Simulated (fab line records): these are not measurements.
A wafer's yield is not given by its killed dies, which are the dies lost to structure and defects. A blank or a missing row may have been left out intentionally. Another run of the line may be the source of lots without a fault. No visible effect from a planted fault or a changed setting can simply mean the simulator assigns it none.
Which tool did it? ; flow gf180mcu ; Sampling: 13 lots, 37 wafers, 5 of 602 route steps

WHAT EACH GAUGE READ, for each wafer
GF_M4_OVL_MEAS_15.
lot;measured;on;M4_OVL (nm)
L431;day 24 01:15;overlay-02;1 -2 -6
L432;day 24 06:19;overlay-01;0 -1 -6
L433;day 25 02:22;overlay-02;8 7 4
L436;day 25 18:16;overlay-02;1 1 2
L437;day 26 00:22;overlay-01;7 5 3
L438;day 26 10:40;overlay-01;2 3 5
L439;day 26 18:44;overlay-01;1 2
L440;day 27 02:06;overlay-01;-3 -1
L449;day 29 16:06;overlay-02;-2 2 5
L450;day 29 20:52;overlay-01;3 -2 -1
L452;day 30 15:37;overlay-01;-4 -1 -2
L453;day 30 18:30;overlay-02;1 3 8
L454;day 30 22:24;overlay-01;-3 8 3

GF_V4_THK_MEAS_01.
lot;measured;on;V4_CVD_00_THK (nm)
L431;day 24 02:07;film-metro-03;604 604 602
L432;day 24 07:07;film-metro-03;602 592 595
L433;day 25 03:18;film-metro-03;594 595 600
L436;day 25 19:02;film-metro-01;598 606 596
L437;day 26 01:10;film-metro-03;603 599 600
L438;day 26 11:26;film-metro-02;604 600 595
L439;day 26 19:31;film-metro-01;611 604
L440;day 27 02:53;film-metro-03;592 597
L449;day 29 16:52;film-metro-03;602 595 602
L450;day 29 21:38;film-metro-03;598 590 597
L452;day 30 16:24;film-metro-03;601 599 605
L453;day 30 19:17;film-metro-01;598 595 599
L454;day 30 23:13;film-metro-03;602 602 611

WHAT TOOL EACH LOT RAN ON (gives the tool, then ch and the chambers of the sampled wafers, and finally the start)
lot;GF_STI_ETCH_14;GF_STI_STRIP_15;GF_M2_SPUTTER_00
L431;rie-si-01 ch 0,2,3, day 2 02:03;plasma-asher-04 ch 0,1, day 2 02:07;pvd-sputter-01, day 18 19:14
L432;rie-si-02 ch 0,1,3, day 2 07:41;plasma-asher-04 ch 0,1, day 2 07:46;pvd-sputter-02, day 19 01:09
L433;rie-si-02 ch 0,1,2, day 2 12:17;plasma-asher-02 ch 0,1, day 2 12:23;pvd-sputter-01, day 19 23:00
L436;rie-si-02 ch 0,2,3, day 3 03:27;plasma-asher-01 ch 0, day 3 03:31;pvd-sputter-02, day 20 17:49
L437;rie-si-01 ch 1,2,3, day 3 07:45;plasma-asher-04 ch 0,1, day 3 07:51;pvd-sputter-02, day 21 00:24
L438;rie-si-01 ch 0,1,3, day 3 13:21;plasma-asher-02 ch 0,1, day 3 13:25;pvd-sputter-02, day 21 11:45
L439;rie-si-01 ch 0,2, day 3 20:18;plasma-asher-01 ch 0,1, day 3 20:24;pvd-sputter-02, day 21 20:32
L440;rie-si-01 ch 2,3, day 4 00:41;plasma-asher-01 ch 0,1, day 4 00:46;pvd-sputter-01, day 22 03:45
L449;rie-si-02 ch 0,1,2, day 5 21:48;plasma-asher-01 ch 0,1, day 5 21:52;pvd-sputter-03, day 25 03:52
L450;rie-si-02 ch 0,1, day 6 03:44;plasma-asher-02 ch 0,1, day 6 03:49;pvd-sputter-03, day 25 08:19
L452;rie-si-01 ch 0,2,3, day 6 13:53;plasma-asher-04 ch 0,1, day 6 13:59;pvd-sputter-01, day 26 04:17
L453;rie-si-01 ch 0,3, day 6 19:16;plasma-asher-01 ch 0,1, day 6 19:20;pvd-sputter-02, day 26 08:34
L454;rie-si-01 ch 0,1,3, day 7 01:02;plasma-asher-02 ch 0,1, day 7 01:07;pvd-sputter-03, day 26 12:24
- GF_STI_ETCH_14: etches Si in HBr/Cl2/O2, target depth 360 nm, time 102.9 s.
- GF_STI_STRIP_15: strips in O2/N2.
- GF_M2_SPUTTER_00: material Ti, target thk 37.5 nm, time 150 s.

AS READ BY THE TOOLS THEMSELVES (means over the sampled wafers that have a number; for cases with no such wafer, the mark the record gives instead)
GF_STI_ETCH_14.
lot;tool;drypump-motor-current-A (A);oes-product-au (a.u.);run-length-s (s);throttle-valve-pct (%)
L431;rie-si-01;5.5;0.995;131.2;25.659
L432;rie-si-02;5.7;1.009;130.9;25.649
L433;rie-si-02;5.8;1.002;131.0;25.659
L436;rie-si-02;6.1;1.003;130.8;25.645
L437;rie-si-01;5.6;1.000;131.5;25.655
L438;rie-si-01;5.7;0.996;128.6;25.648
L439;rie-si-01;5.6;1.001;127.0;25.643
L440;rie-si-01;5.4;1.005;127.2;25.664
L449;rie-si-02;5.8;1.002;131.3;25.653
L450;rie-si-02;5.7;0.999;131.1;25.665
L452;rie-si-01;5.5;0.996;131.5;25.665
L453;rie-si-01;5.5;0.992;131.4;25.667
L454;rie-si-01;5.7;1.002;131.3;25.657

GF_STI_STRIP_15.
lot;tool;drypump-motor-current-A (A);heater-power-w (W);oes-product-au (a.u.);strip-time-to-endpoint-s (s)
L431;plasma-asher-04;5.9;298;0.379;3.70
L432;plasma-asher-04;5.8;316;0.379;3.70
L433;plasma-asher-02;6.2;363;0.382;3.66
L436;plasma-asher-01;4.9;297;0.380;3.69
L437;plasma-asher-04;5.8;316;0.388;3.75
L438;plasma-asher-02;6.2;361;0.385;3.79
L439;plasma-asher-01;5.3;352;0.393;3.81
L440;plasma-asher-01;5.3;355;0.383;3.75
L449;plasma-asher-01;5.2;339;0.382;3.71
L450;plasma-asher-02;6.4;381;0.387;3.78
L452;plasma-asher-04;5.9;296;0.380;3.72
L453;plasma-asher-01;5.2;336;0.381;3.77
L454;plasma-asher-02;6.3;364;0.386;3.74

GF_M2_SPUTTER_00.
lot;tool;throttle-valve-pct (%)
L431;pvd-sputter-01;30.3
L432;pvd-sputter-02;29.9
L433;pvd-sputter-01;30.8
L436;pvd-sputter-02;29.2
L437;pvd-sputter-02;29.9
L438;pvd-sputter-02;29.6
L439;pvd-sputter-02;29.1
L440;pvd-sputter-01;31.0
L449;pvd-sputter-03;30.7
L450;pvd-sputter-03;31.3
L452;pvd-sputter-01;30.7
L453;pvd-sputter-02;29.5
L454;pvd-sputter-03;31.2

THE ANSWER, worked out from the rows above alone
Rule: the usual values come from the lots themselves. Put in order of their means at a reading, lots are off if they are a third of the lots or fewer, leave a main group of 4 or more, and stand apart from it by a gap of 3 or more times the standard deviation of the main group's means; of several such gaps the widest counts. Not used: any main group whose means are identical at the precision the tables above print for the reading. Also off: a lot with no number at a reading for which 4 or more lots have one. Any other lot the step has rows for is counted as sound. The gauges are gone through in route order, then the tools' own readings, and for those a lot's mean is taken as printed above. At the first step where some lot is off, the reading lying furthest off is the one used; lots without a number count as furthest.
Off, at GF_STI_ETCH_14 on run-length-s: L438, L439, L440. The main group has a mean of 131.2 s with a standard deviation of 0.23.
If a tool, at that step or one of the process steps before it, ran each lot that is off and ran no sound lot following the first of them, it fits. None of those tried fits.

WHAT THE SIMULATOR PUT IN
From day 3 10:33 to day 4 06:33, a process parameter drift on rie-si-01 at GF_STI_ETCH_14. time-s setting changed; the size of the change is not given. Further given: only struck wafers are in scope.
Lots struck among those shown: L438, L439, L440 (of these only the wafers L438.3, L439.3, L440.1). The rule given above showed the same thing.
